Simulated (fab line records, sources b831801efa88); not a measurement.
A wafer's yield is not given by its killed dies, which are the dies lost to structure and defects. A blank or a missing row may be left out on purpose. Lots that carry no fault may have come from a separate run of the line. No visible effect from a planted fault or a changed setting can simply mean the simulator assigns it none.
Which tool is to blame? + flow sky130 + at 1 step of a route of 708, 24 lots with 72 wafers sampled

WHAT THE GAUGES READ, wafer by wafer
SKY_FIELD_ISO_CD_MEAS_13: the cd target is 150 nm.
| lot  | measured    | on       | cdNm (nm)         |
|------|-------------|----------|-------------------|
| L074 | day 2 04:43 | cdSem-01 | 149.6 149.5 150.4 |
| L075 | day 2 14:32 | cdSem-01 | 149.4 149.1 151.0 |
| L076 | day 2 15:20 | cdSem-01 | 150.7 150.3 150.2 |
| L077 | day 2 22:23 | cdSem-02 | 148.3 149.1 146.6 |
| L078 | day 3 00:11 | cdSem-01 | 149.6 149.8 151.1 |
| L079 | day 3 04:52 | cdSem-02 | 151.4 150.5 150.5 |
| L080 | day 3 13:08 | cdSem-01 | 150.4 151.2 150.0 |
| L081 | day 3 18:13 | cdSem-02 | 153.5 152.8 151.3 |
| L082 | day 3 22:26 | cdSem-01 | 151.2 151.1 149.7 |
| L083 | day 4 03:26 | cdSem-01 | 149.2 148.6 148.5 |
| L084 | day 4 10:35 | cdSem-02 | 148.1 146.8 145.9 |
| L085 | day 4 14:48 | cdSem-02 | 148.3 148.8 149.0 |
| L086 | day 4 19:17 | cdSem-01 | 151.5 148.8 150.3 |
| L087 | day 5 00:02 | cdSem-02 | 149.1 148.4 149.8 |
| L088 | day 5 05:17 | cdSem-02 | 149.3 148.5 149.9 |
| L089 | day 5 11:50 | cdSem-01 | 149.2 148.7 150.7 |
| L090 | day 5 16:11 | cdSem-02 | 150.4 150.7 152.1 |
| L091 | day 5 20:27 | cdSem-02 | 146.0 146.8 148.9 |
| L092 | day 6 01:59 | cdSem-01 | 149.9 148.5 148.8 |
| L093 | day 6 08:29 | cdSem-02 | 147.7 148.2 149.7 |
| L094 | day 6 13:23 | cdSem-02 | 150.6 150.1 149.5 |
| L095 | day 7 00:41 | cdSem-02 | 151.0 147.2 151.0 |
| L096 | day 7 01:44 | cdSem-01 | 148.7 146.9 149.2 |
| L097 | day 7 11:07 | cdSem-02 | 153.0 150.6 151.6 |

TOOL THAT RAN EACH LOT (tool first, then ch and the chambers of the sampled wafers, then the start)
No process step before these readings appears in the record.

AS READ BY THE TOOLS THEMSELVES (means over the sampled wafers that have a number; for cases with no such wafer, the mark the record gives instead)
The record holds no such reading with a usual standard deviation.

THE ANSWER, worked out from the rows above alone
Rule: usual is defined by the lots themselves. Put in order of their means at a reading, lots are off if they are a third of the lots or fewer, leave a main group of 4 or more, and stand apart from it by a gap of 3 or more times the standard deviation of the main group's means; of several such gaps the widest counts. Not used: any main group whose means are identical at the precision the tables above print for the reading. Also off: a lot with no number at a reading for which 4 or more lots have one. Where the step has rows for the other lots, those lots are counted as sound. After the gauges, taken in route order, come the tools' own readings; for these a lot's mean is taken, as printed above. At the first step where some lot is off, the reading lying furthest off is the one used; lots without a number count as furthest.
Across all readings shown, no lot is off: no conclusion can be drawn from this.

WHAT THE SIMULATOR PUT IN
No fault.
